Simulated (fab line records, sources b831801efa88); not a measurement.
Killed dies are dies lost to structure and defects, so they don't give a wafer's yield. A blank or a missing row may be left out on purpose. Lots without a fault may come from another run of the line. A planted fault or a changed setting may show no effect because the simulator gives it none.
A struck lot beside a sound one | flow sky130 | 43 steps out of a route of 708
Sound: wafers L538.2, L538.3, L538.4. Struck: wafer L530.2. (L530.3, L530.4 of the same lot were not struck and are left out.) The cause comes at the end.
At each step with rows: each side's tool, then ch and its chambers, then its first start. Under that, the readings that differ: sound wafers | struck wafers | difference of the means | sigmas: that difference in standard deviations of wafers without a fault.
alike: readings whose means differ by less than 2 such deviations, and words and numbers that are the same on both sides. not compared: withheld readings, readings that some wafer has no value for, bounds like >300 that may hide the same value, and numbers for which the record gives no deviation and whose values overlap.
The two part at a step that has a row with sigmas, a row that says differs or no value, or rows on one side only. Numbers that don't overlap but have no deviation are shown without sigmas and don't part them. A reading that every wafer of one side lacks parts them only if that side has two wafers or more.

first, 3 steps without rows for these wafers: SKY_METAL2_EXPOSE_12 (exposes mask MM2, target cd 140 nm); SKY_METAL2_PEB_13; SKY_METAL2_DEVELOP_14 (develop time 60 s).
SKY_METAL2_CD_MEAS_15: target cd 140 nm.
  sound on cd_sem-01, day 41 02:11; struck on cd_sem-01, day 38 15:59
  alike: cd_nm
SKY_METAL2_OVL_MEAS_16:
  sound on overlay-02, day 41 02:17; struck on overlay-01, day 38 16:05
  alike: METAL2_OVL
then, 3 steps without rows for these wafers: SKY_METAL2_DESCUM_17 (chemistry O2, time 8 s); SKY_METAL2_ETCH_18 (etches BARC in N2/H2, stops on SiO2, time 45.9 s, target depth 60 nm); SKY_METAL2_METAL_ETCH_19 (etches the open film in Cl2/BCl3, stops on SiO2, target depth 360 nm, time 78 s).
SKY_METAL2_STRIP_20: strips in O2/N2.
  sound on plasma_asher-04 ch 0,1, day 41 02:30; struck on plasma_asher-02 ch 1, day 38 16:18
  alike: drypump_motor_current_A, oes_product_au, strip_time_to_endpoint_s
  not compared: rf_hours_counter_h
then, 3 steps without rows for these wafers: SKY_METAL2_STRIP_21 (strips in post etch residue remover, time 1200 s); SKY_METAL2_CLEAN_22 (cleans in IPA, time 180 s); SKY_METAL2_CLEAN_23 (cleans in O3/DIW).
SKY_VIA2_HDPCVD_00: deposits SiO2, target thk 1180 nm, time 196.7 s.
  sound on hdpcvd-01 ch 0,2, day 41 03:22; struck on hdpcvd-01 ch 0, day 38 16:54
  alike: pressure_mtorr
SKY_VIA2_THK_MEAS_01:
  sound on film_metro-03, day 41 03:30; struck on film_metro-02, day 38 17:02
  alike: VIA2_HDPCVD_THK
SKY_VIA2_CMP_02: polishes SiO2.
  sound on cmp-01 ch 1,2,3, day 41 03:36; struck on cmp-02 ch 3, day 38 17:05
  alike: motor_current_A
SKY_VIA2_BOW_MEAS_03:
  sound on film_metro-03, day 41 03:52; struck on film_metro-04, day 38 17:25
  alike: VIA2_BOW
then, 8 steps without rows for these wafers: SKY_VIA2_DEHYDRATE_04 (time 60 s); SKY_VIA2_HMDS_05 (prime time 60 s); SKY_VIA2_COAT_06 (resist thk 60 nm); SKY_VIA2_COAT_07 (resist thk 450 nm); SKY_VIA2_SOFTBAKE_08 (time 90 s); SKY_VIA2_EXPOSE_09 (exposes mask VIM2, target cd 200 nm); SKY_VIA2_PEB_10; SKY_VIA2_DEVELOP_11 (develop time 60 s).
SKY_VIA2_CD_MEAS_12: target cd 200 nm.
  sound on cd_sem-01, day 42 03:58; struck on cd_sem-02, day 39 19:19
  alike: cd_nm
SKY_VIA2_OVL_MEAS_13:
  sound on overlay-01, day 42 04:04; struck on overlay-02, day 39 19:25
  alike: VIA2_OVL
SKY_VIA2_ETCH_14: etches BARC in N2/H2, stops on SiO2, time 45.9 s, target depth 60 nm.
  sound on rie_diel-01 ch 0,1,3, day 42 04:06; struck on rie_diel-02 ch 1, day 39 19:27
  alike: drypump_motor_current_A, oes_product_au, throttle_valve_pct
  not compared: rf_hours_counter_h
SKY_VIA2_ETCH_15: etches SiO2 in C4F8/O2/Ar, stops on TiN, target depth 546 nm, time 84 s.
  sound on rie_diel-01 ch 0,1,3, day 42 04:08; struck on rie_diel-02 ch 1, day 39 19:29
  alike: oes_product_au
then, 4 steps without rows for these wafers: SKY_VIA2_STRIP_16 (strips in O2/N2); SKY_VIA2_STRIP_17 (strips in post etch residue remover, time 1200 s); SKY_VIA2_CLEAN_18 (cleans in IPA, time 180 s); SKY_VIA2_CLEAN_19 (cleans in O3/DIW).
SKY_VIA2_SPUTTER_20: material TiN, target thk 20 nm, time 80 s.
  sound on pvd_sputter-03, day 42 04:50; struck on pvd_sputter-04, day 39 20:13
  alike: cathode_dc_power_W, chamber_pressure_pa, throttle_valve_pct
then, 1 step without rows for these wafers: SKY_VIA2_CVD_21 (deposits W, target thk 420 nm, time 126.4 s).
SKY_VIA2_RS_MEAS_22: measures by four-point-probe.
  sound on film_metro-03, day 42 05:03; struck on film_metro-03, day 39 20:26
  reading            | sound                | struck | difference | sigmas
  VIA2_W_RS (ohm/sq) | 0.2781 0.2813 0.2794 | 0.2733 | -0.0063    | -3
SKY_VIA2_THK_MEAS_23: measures by xrf.
  sound on film_metro-03, day 42 05:10; struck on film_metro-03, day 39 20:32
  alike: VIA2_W_THK
then, 6 steps without rows for these wafers: SKY_VIA2_CMP_24 (polishes, stops on SiO2, t overpolish 20 s, target thk 0 nm); SKY_METAL3_SPUTTER_00 (material Ti, target thk 15 nm, time 10 s); SKY_METAL3_SPUTTER_01 (material TiN, target thk 20 nm, time 16.7 s); SKY_METAL3_SPUTTER_02 (material AlCu, target thk 735 nm, time 39.1 s); SKY_METAL3_SPUTTER_03 (material Ti, target thk 5 nm, time 3.3 s); SKY_METAL3_SPUTTER_04 (material TiN, target thk 70 nm, time 58.3 s).
-- the record jumps here: 9 days lie between the struck wafers' starts before and after (it left off in module METAL3 and takes up again in module PAD_OPEN, whose first step shown is number 708 of the route) --
SKY_PAD_OPEN_PROBE_99:
  sound on prober-01, day 50 14:56; struck on prober-01, day 48 20:41
  reading                               | sound            | struck | difference | sigmas
  defect_limited_yield (%)              | 81.7 81.5 80.5   | 77.6   | -3.6       | -2
  killed_at_M0_to_M3                    | 43 48 53         | 67     | +19        | +3
  sort_bin_3_pad_short (%)              | 2.0 0.6 0.8      | 2.0    | +0.9       | +2
  sort_yield_pct (%)                    | 81.7 81.5 80.5   | 77.6   | -3.6       | -2
  model.etest.tester.sort_n_pass        | 402 401 396      | 382    | -18        |
  model.etest.tester.sort_yield_pct (%) | 81.71 81.5 80.49 | 77.64  | -3.59      |
  alike: killed_at_M4_up, killed_at_contacts, killed_at_front_end, killed_at_other, killed_dies, killed_on_rim, killed_open, killed_short, sort_bin_5_function, sort_bin_6_memory, sort_n_pass
  not compared: model.etest.tester.sort_bin_5_pct, model.etest.tester.sort_bin_3_pct

WHERE THEY PART
First at SKY_VIA2_RS_MEAS_22; last, within this record, at SKY_PAD_OPEN_PROBE_99.

WHY: what the simulator had put in
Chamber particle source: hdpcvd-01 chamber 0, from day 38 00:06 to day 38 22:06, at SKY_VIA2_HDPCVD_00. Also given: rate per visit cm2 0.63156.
